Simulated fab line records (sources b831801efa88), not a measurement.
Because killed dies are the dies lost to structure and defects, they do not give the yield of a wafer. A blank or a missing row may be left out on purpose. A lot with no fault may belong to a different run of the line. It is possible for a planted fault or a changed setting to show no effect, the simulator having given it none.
The tool behind it: which one? / flow sky130 / 12 lots, 36 wafers sampled, at 6 steps of a route of 708

== WHAT THE GAUGES SHOWED, per wafer ==
The record holds no reading of a measuring or inspecting step that can be judged against a usual standard deviation.

== WHAT TOOL EACH LOT RAN ON (gives the tool, then ch and the chambers of the sampled wafers, and finally the start) ==
lot=L979; SKY_VIA1_COAT_07=lithoTrack-03 ch 0, day 33 07:00; SKY_VIA1_STRIP_16=plasmaAsher-04 ch 0,1, day 33 21:21; SKY_VIA1_CVD_21=cvdW-02 ch 0,1, day 33 22:07; SKY_METAL2_SPUTTER_00=pvdSputter-02, day 33 22:42; SKY_METAL2_SPUTTER_02=pvdSputter-02, day 33 22:45; SKY_PAD_OPEN_PROBE_99=prober-01, day 45 16:39
lot=L980; SKY_VIA1_COAT_07=lithoTrack-03 ch 0, day 33 09:00; SKY_VIA1_STRIP_16=plasmaAsher-04 ch 0,1, day 33 23:14; SKY_VIA1_CVD_21=cvdW-01 ch 0,1, day 33 23:53; SKY_METAL2_SPUTTER_00=pvdSputter-04, day 34 00:28; SKY_METAL2_SPUTTER_02=pvdSputter-04, day 34 00:30; SKY_PAD_OPEN_PROBE_99=prober-02, day 45 21:01
lot=L984; SKY_VIA1_COAT_07=lithoTrack-03 ch 0, day 35 00:00; SKY_VIA1_STRIP_16=plasmaAsher-01 ch 0,1, day 35 14:13; SKY_VIA1_CVD_21=cvdW-02 ch 0,1, day 35 14:56; SKY_METAL2_SPUTTER_00=pvdSputter-04, day 35 15:52; SKY_METAL2_SPUTTER_02=pvdSputter-04, day 35 15:55; SKY_PAD_OPEN_PROBE_99=prober-01, day 47 00:24
lot=L983; SKY_VIA1_COAT_07=lithoTrack-02 ch 0, day 35 01:00; SKY_VIA1_STRIP_16=plasmaAsher-02 ch 0,1, day 35 15:41; SKY_VIA1_CVD_21=cvdW-01 ch 0,1, day 35 16:22; SKY_METAL2_SPUTTER_00=pvdSputter-03, day 35 17:07; SKY_METAL2_SPUTTER_02=pvdSputter-03, day 35 17:10; SKY_PAD_OPEN_PROBE_99=prober-01, day 47 03:28
lot=L987; SKY_VIA1_COAT_07=lithoTrack-02 ch 0, day 37 13:00; SKY_VIA1_STRIP_16=plasmaAsher-04 ch 0,1, day 38 03:49; SKY_VIA1_CVD_21=cvdW-01 ch 0,1, day 38 04:30; SKY_METAL2_SPUTTER_00=pvdSputter-04, day 38 05:04; SKY_METAL2_SPUTTER_02=pvdSputter-04, day 38 05:07; SKY_PAD_OPEN_PROBE_99=prober-02, day 48 22:30
lot=L993; SKY_VIA1_COAT_07=lithoTrack-03 ch 0, day 37 20:00; SKY_VIA1_STRIP_16=plasmaAsher-04 ch 0,1, day 38 09:41; SKY_VIA1_CVD_21=cvdW-02 ch 0,1, day 38 10:20; SKY_METAL2_SPUTTER_00=pvdSputter-04, day 38 10:55; SKY_METAL2_SPUTTER_02=pvdSputter-04, day 38 10:58; SKY_PAD_OPEN_PROBE_99=prober-02, day 49 08:25
lot=L994; SKY_VIA1_COAT_07=lithoTrack-03 ch 0, day 37 20:00; SKY_VIA1_STRIP_16=plasmaAsher-04 ch 0,1, day 38 10:10; SKY_VIA1_CVD_21=cvdW-01 ch 0,1, day 38 10:50; SKY_METAL2_SPUTTER_00=pvdSputter-03, day 38 11:24; SKY_METAL2_SPUTTER_02=pvdSputter-03, day 38 11:27; SKY_PAD_OPEN_PROBE_99=prober-01, day 49 08:07
lot=L995; SKY_VIA1_COAT_07=lithoTrack-03 ch 0, day 38 10:00; SKY_VIA1_STRIP_16=plasmaAsher-01 ch 0,1, day 39 00:34; SKY_VIA1_CVD_21=cvdW-02 ch 0,1, day 39 01:13; SKY_METAL2_SPUTTER_00=pvdSputter-04, day 39 01:47; SKY_METAL2_SPUTTER_02=pvdSputter-04, day 39 01:50; SKY_PAD_OPEN_PROBE_99=prober-01, day 49 16:27
lot=L996; SKY_VIA1_COAT_07=lithoTrack-01 ch 0, day 38 11:00; SKY_VIA1_STRIP_16=plasmaAsher-01 ch 1, day 39 02:04; SKY_VIA1_CVD_21=cvdW-02 ch 0,1, day 39 02:43; SKY_METAL2_SPUTTER_00=pvdSputter-03, day 39 03:17; SKY_METAL2_SPUTTER_02=pvdSputter-03, day 39 03:20; SKY_PAD_OPEN_PROBE_99=prober-02, day 49 17:54
lot=L997; SKY_VIA1_COAT_07=lithoTrack-02 ch 0, day 38 15:00; SKY_VIA1_STRIP_16=plasmaAsher-01 ch 0,1, day 39 05:29; SKY_VIA1_CVD_21=cvdW-01 ch 0, day 39 06:08; SKY_METAL2_SPUTTER_00=pvdSputter-04, day 39 06:42; SKY_METAL2_SPUTTER_02=pvdSputter-04, day 39 06:45; SKY_PAD_OPEN_PROBE_99=prober-01, day 49 19:27
lot=L101; SKY_VIA1_COAT_07=lithoTrack-02 ch 0, day 41 00:00; SKY_VIA1_STRIP_16=plasmaAsher-02 ch 1, day 41 13:08; SKY_VIA1_CVD_21=cvdW-02 ch 0,1, day 41 13:47; SKY_METAL2_SPUTTER_00=pvdSputter-02, day 41 14:22; SKY_METAL2_SPUTTER_02=pvdSputter-02, day 41 14:25; SKY_PAD_OPEN_PROBE_99=prober-02, day 51 05:44
lot=L102; SKY_VIA1_COAT_07=lithoTrack-03 ch 0, day 41 00:00; SKY_VIA1_STRIP_16=plasmaAsher-01 ch 0,1, day 41 13:34; SKY_VIA1_CVD_21=cvdW-02 ch 0,1, day 41 14:17; SKY_METAL2_SPUTTER_00=pvdSputter-03, day 41 14:51; SKY_METAL2_SPUTTER_02=pvdSputter-03, day 41 14:54; SKY_PAD_OPEN_PROBE_99=prober-01, day 51 07:02
- SKY_VIA1_COAT_07: resist thk 450 nm.
- SKY_VIA1_STRIP_16: strips in O2/N2.
- SKY_VIA1_CVD_21: deposits W, target thk 270 nm, time 80.902 s.
- SKY_METAL2_SPUTTER_00: material Ti, target thk 15 nm, time 10 s.
- SKY_METAL2_SPUTTER_02: material AlCu, target thk 250 nm, time 13.67 s.
- SKY_PAD_OPEN_PROBE_99

== WHAT THE TOOLS THEMSELVES READ (means of the sampled wafers that have a number; where no wafer has one, the mark that the record gives instead) ==
SKY_VIA1_COAT_07.
lot=L979; tool=lithoTrack-03; exhaustPa (Pa)=44.7
lot=L980; tool=lithoTrack-03; exhaustPa (Pa)=45.4
lot=L984; tool=lithoTrack-03; exhaustPa (Pa)=44.8
lot=L983; tool=lithoTrack-02; exhaustPa (Pa)=45.3
lot=L987; tool=lithoTrack-02; exhaustPa (Pa)=45.0
lot=L993; tool=lithoTrack-03; exhaustPa (Pa)=45.3
lot=L994; tool=lithoTrack-03; exhaustPa (Pa)=44.6
lot=L995; tool=lithoTrack-03; exhaustPa (Pa)=44.6
lot=L996; tool=lithoTrack-01; exhaustPa (Pa)=44.3
lot=L997; tool=lithoTrack-02; exhaustPa (Pa)=45.3
lot=L101; tool=lithoTrack-02; exhaustPa (Pa)=44.3
lot=L102; tool=lithoTrack-03; exhaustPa (Pa)=44.9

SKY_VIA1_STRIP_16.
lot=L979; tool=plasmaAsher-04; drypumpMotorCurrentA (A)=6.1; oesProductAu (a.u.)=0.410; stripTimeToEndpointS (s)=4.46
lot=L980; tool=plasmaAsher-04; drypumpMotorCurrentA (A)=6.0; oesProductAu (a.u.)=0.415; stripTimeToEndpointS (s)=4.50
lot=L984; tool=plasmaAsher-01; drypumpMotorCurrentA (A)=5.1; oesProductAu (a.u.)=0.416; stripTimeToEndpointS (s)=4.49
lot=L983; tool=plasmaAsher-02; drypumpMotorCurrentA (A)=5.1; oesProductAu (a.u.)=0.414; stripTimeToEndpointS (s)=4.48
lot=L987; tool=plasmaAsher-04; drypumpMotorCurrentA (A)=6.0; oesProductAu (a.u.)=0.414; stripTimeToEndpointS (s)=4.43
lot=L993; tool=plasmaAsher-04; drypumpMotorCurrentA (A)=6.0; oesProductAu (a.u.)=0.416; stripTimeToEndpointS (s)=4.48
lot=L994; tool=plasmaAsher-04; drypumpMotorCurrentA (A)=6.0; oesProductAu (a.u.)=0.406; stripTimeToEndpointS (s)=4.18
lot=L995; tool=plasmaAsher-01; drypumpMotorCurrentA (A)=5.2; oesProductAu (a.u.)=0.400; stripTimeToEndpointS (s)=4.16
lot=L996; tool=plasmaAsher-01; drypumpMotorCurrentA (A)=5.0; oesProductAu (a.u.)=0.419; stripTimeToEndpointS (s)=4.47
lot=L997; tool=plasmaAsher-01; drypumpMotorCurrentA (A)=5.2; oesProductAu (a.u.)=0.418; stripTimeToEndpointS (s)=4.46
lot=L101; tool=plasmaAsher-02; drypumpMotorCurrentA (A)=4.9; oesProductAu (a.u.)=0.417; stripTimeToEndpointS (s)=4.46
lot=L102; tool=plasmaAsher-01; drypumpMotorCurrentA (A)=5.3; oesProductAu (a.u.)=0.414; stripTimeToEndpointS (s)=4.49

SKY_VIA1_CVD_21.
lot=L979; tool=cvdW-02; heaterPowerW (W)=821
lot=L980; tool=cvdW-01; heaterPowerW (W)=869
lot=L984; tool=cvdW-02; heaterPowerW (W)=829
lot=L983; tool=cvdW-01; heaterPowerW (W)=881
lot=L987; tool=cvdW-01; heaterPowerW (W)=838
lot=L993; tool=cvdW-02; heaterPowerW (W)=825
lot=L994; tool=cvdW-01; heaterPowerW (W)=878
lot=L995; tool=cvdW-02; heaterPowerW (W)=830
lot=L996; tool=cvdW-02; heaterPowerW (W)=827
lot=L997; tool=cvdW-01; heaterPowerW (W)=787
lot=L101; tool=cvdW-02; heaterPowerW (W)=822
lot=L102; tool=cvdW-02; heaterPowerW (W)=837

SKY_METAL2_SPUTTER_00.
lot=L979; tool=pvdSputter-02; throttleValvePct (%)=28.8
lot=L980; tool=pvdSputter-04; throttleValvePct (%)=30.5
lot=L984; tool=pvdSputter-04; throttleValvePct (%)=30.3
lot=L983; tool=pvdSputter-03; throttleValvePct (%)=30.8
lot=L987; tool=pvdSputter-04; throttleValvePct (%)=30.5
lot=L993; tool=pvdSputter-04; throttleValvePct (%)=30.4
lot=L994; tool=pvdSputter-03; throttleValvePct (%)=31.1
lot=L995; tool=pvdSputter-04; throttleValvePct (%)=30.0
lot=L996; tool=pvdSputter-03; throttleValvePct (%)=30.8
lot=L997; tool=pvdSputter-04; throttleValvePct (%)=30.1
lot=L101; tool=pvdSputter-02; throttleValvePct (%)=28.4
lot=L102; tool=pvdSputter-03; throttleValvePct (%)=30.2

SKY_METAL2_SPUTTER_02.
lot=L979; tool=pvdSputter-02; throttleValvePct (%)=28.9
lot=L980; tool=pvdSputter-04; throttleValvePct (%)=30.5
lot=L984; tool=pvdSputter-04; throttleValvePct (%)=30.4
lot=L983; tool=pvdSputter-03; throttleValvePct (%)=30.9
lot=L987; tool=pvdSputter-04; throttleValvePct (%)=30.4
lot=L993; tool=pvdSputter-04; throttleValvePct (%)=30.3
lot=L994; tool=pvdSputter-03; throttleValvePct (%)=31.2
lot=L995; tool=pvdSputter-04; throttleValvePct (%)=29.9
lot=L996; tool=pvdSputter-03; throttleValvePct (%)=30.7
lot=L997; tool=pvdSputter-04; throttleValvePct (%)=30.2
lot=L101; tool=pvdSputter-02; throttleValvePct (%)=28.6
lot=L102; tool=pvdSputter-03; throttleValvePct (%)=30.4

SKY_PAD_OPEN_PROBE_99.
lot=L979; tool=prober-01; defectLimitedYield (%)=80.3; killed_at_M0_to_M3=42; killed_at_M4_up=3.3; killedAtContacts=34; killedAtFrontEnd=17; killedAtOther=0.3; killedDies=97; killedOnRim=21; killedOpen=54; killedShort=43; sort_bin_3_pad_short (%)=0.9; sort_bin_5_function (%)=11.5; sort_bin_6_memory (%)=7.3; sort_bin_8_speed (%)=0.14; sortNPass=394; sortYieldPct (%)=80.2
lot=L980; tool=prober-02; defectLimitedYield (%)=83.2; killed_at_M0_to_M3=39; killed_at_M4_up=5.3; killedAtContacts=23; killedAtFrontEnd=16; killedAtOther=0.3; killedDies=83; killedOnRim=19; killedOpen=42; killedShort=40; sort_bin_3_pad_short (%)=0.9; sort_bin_5_function (%)=10.0; sort_bin_6_memory (%)=5.9; sort_bin_8_speed (%)=0.00; sortNPass=409; sortYieldPct (%)=83.2
lot=L984; tool=prober-01; defectLimitedYield (%)=82.7; killed_at_M0_to_M3=44; killed_at_M4_up=3.3; killedAtContacts=20; killedAtFrontEnd=17; killedAtOther=0.7; killedDies=85; killedOnRim=14; killedOpen=52; killedShort=33; sort_bin_3_pad_short (%)=1.1; sort_bin_5_function (%)=9.8; sort_bin_6_memory (%)=6.3; sort_bin_8_speed (%)=0.00; sortNPass=407; sortYieldPct (%)=82.7
lot=L983; tool=prober-01; defectLimitedYield (%)=82.4; killed_at_M0_to_M3=40; killed_at_M4_up=1.7; killedAtContacts=30; killedAtFrontEnd=14; killedAtOther=0.0; killedDies=86; killedOnRim=18; killedOpen=46; killedShort=40; sort_bin_3_pad_short (%)=0.9; sort_bin_5_function (%)=9.7; sort_bin_6_memory (%)=6.8; sort_bin_8_speed (%)=0.00; sortNPass=406; sortYieldPct (%)=82.4
lot=L987; tool=prober-02; defectLimitedYield (%)=82.9; killed_at_M0_to_M3=38; killed_at_M4_up=3.3; killedAtContacts=26; killedAtFrontEnd=17; killedAtOther=0.3; killedDies=84; killedOnRim=15; killedOpen=48; killedShort=36; sort_bin_3_pad_short (%)=1.0; sort_bin_5_function (%)=9.8; sort_bin_6_memory (%)=6.3; sort_bin_8_speed (%)=0.00; sortNPass=408; sortYieldPct (%)=82.9
lot=L993; tool=prober-02; defectLimitedYield (%)=84.5; killed_at_M0_to_M3=34; killed_at_M4_up=2.0; killedAtContacts=26; killedAtFrontEnd=14; killedAtOther=0.3; killedDies=76; killedOnRim=14; killedOpen=42; killedShort=34; sort_bin_3_pad_short (%)=0.7; sort_bin_5_function (%)=8.7; sort_bin_6_memory (%)=6.0; sort_bin_8_speed (%)=0.00; sortNPass=416; sortYieldPct (%)=84.5
lot=L994; tool=prober-01; defectLimitedYield (%)=83.0; killed_at_M0_to_M3=37; killed_at_M4_up=4.7; killedAtContacts=25; killedAtFrontEnd=17; killedAtOther=0.7; killedDies=84; killedOnRim=18; killedOpen=45; killedShort=38; sort_bin_3_pad_short (%)=0.4; sort_bin_5_function (%)=10.0; sort_bin_6_memory (%)=6.6; sort_bin_8_speed (%)=0.00; sortNPass=408; sortYieldPct (%)=83.0
lot=L995; tool=prober-01; defectLimitedYield (%)=81.4; killed_at_M0_to_M3=51; killed_at_M4_up=3.7; killedAtContacts=25; killedAtFrontEnd=13; killedAtOther=0.0; killedDies=92; killedOnRim=18; killedOpen=51; killedShort=40; sort_bin_3_pad_short (%)=0.8; sort_bin_5_function (%)=11.7; sort_bin_6_memory (%)=6.2; sort_bin_8_speed (%)=0.00; sortNPass=400; sortYieldPct (%)=81.4
lot=L996; tool=prober-02; defectLimitedYield (%)=82.7; killed_at_M0_to_M3=41; killed_at_M4_up=3.3; killedAtContacts=24; killedAtFrontEnd=17; killedAtOther=0.3; killedDies=85; killedOnRim=16; killedOpen=45; killedShort=39; sort_bin_3_pad_short (%)=0.9; sort_bin_5_function (%)=10.0; sort_bin_6_memory (%)=6.4; sort_bin_8_speed (%)=0.00; sortNPass=407; sortYieldPct (%)=82.7
lot=L997; tool=prober-01; defectLimitedYield (%)=84.5; killed_at_M0_to_M3=38; killed_at_M4_up=1.0; killedAtContacts=23; killedAtFrontEnd=14; killedAtOther=0.3; killedDies=76; killedOnRim=17; killedOpen=44; killedShort=32; sort_bin_3_pad_short (%)=0.7; sort_bin_5_function (%)=8.8; sort_bin_6_memory (%)=6.0; sort_bin_8_speed (%)=0.00; sortNPass=416; sortYieldPct (%)=84.5
lot=L101; tool=prober-02; defectLimitedYield (%)=85.0; killed_at_M0_to_M3=40; killed_at_M4_up=2.0; killedAtContacts=15; killedAtFrontEnd=16; killedAtOther=0.5; killedDies=74; killedOnRim=14; killedOpen=38; killedShort=34; sort_bin_3_pad_short (%)=0.6; sort_bin_5_function (%)=8.8; sort_bin_6_memory (%)=5.6; sort_bin_8_speed (%)=0.00; sortNPass=418; sortYieldPct (%)=85.0
lot=L102; tool=prober-01; defectLimitedYield (%)=80.8; killed_at_M0_to_M3=48; killed_at_M4_up=2.0; killedAtContacts=25; killedAtFrontEnd=20; killedAtOther=0.0; killedDies=95; killedOnRim=15; killedOpen=46; killedShort=47; sort_bin_3_pad_short (%)=1.1; sort_bin_5_function (%)=11.1; sort_bin_6_memory (%)=7.0; sort_bin_8_speed (%)=0.00; sortNPass=397; sortYieldPct (%)=80.8

== THE ANSWER, worked out from the rows above alone ==
Rule: the usual values come from the lots themselves. Put in order of their means at a reading, lots are off if they are a third of the lots or fewer, leave a main group of 4 or more, and stand apart from it by a gap of 3 or more times the standard deviation of the main group's means; of several such gaps the widest counts. A main group is skipped when, at the precision printed for the reading in the tables above, its means are all equal. A lot without any number at a reading at which 4 lots or more have one is off too. All remaining lots with rows at the step are treated as sound. The gauges are gone through in route order, then the tools' own readings, and for those a lot's mean is taken as printed above. At the first step where some lot is off, the reading lying furthest off is the one used; lots without a number count as furthest.
Off: L994, L995, at SKY_VIA1_STRIP_16 (stripTimeToEndpointS). The main group has a mean of 4.47 s with a standard deviation of 0.019.
A tool fits if, at that step or a process step before it, it ran every lot that is off, and no sound lot after the first of them. None of those tried fits.

== WHAT WAS PUT IN BY THE SIMULATOR ==
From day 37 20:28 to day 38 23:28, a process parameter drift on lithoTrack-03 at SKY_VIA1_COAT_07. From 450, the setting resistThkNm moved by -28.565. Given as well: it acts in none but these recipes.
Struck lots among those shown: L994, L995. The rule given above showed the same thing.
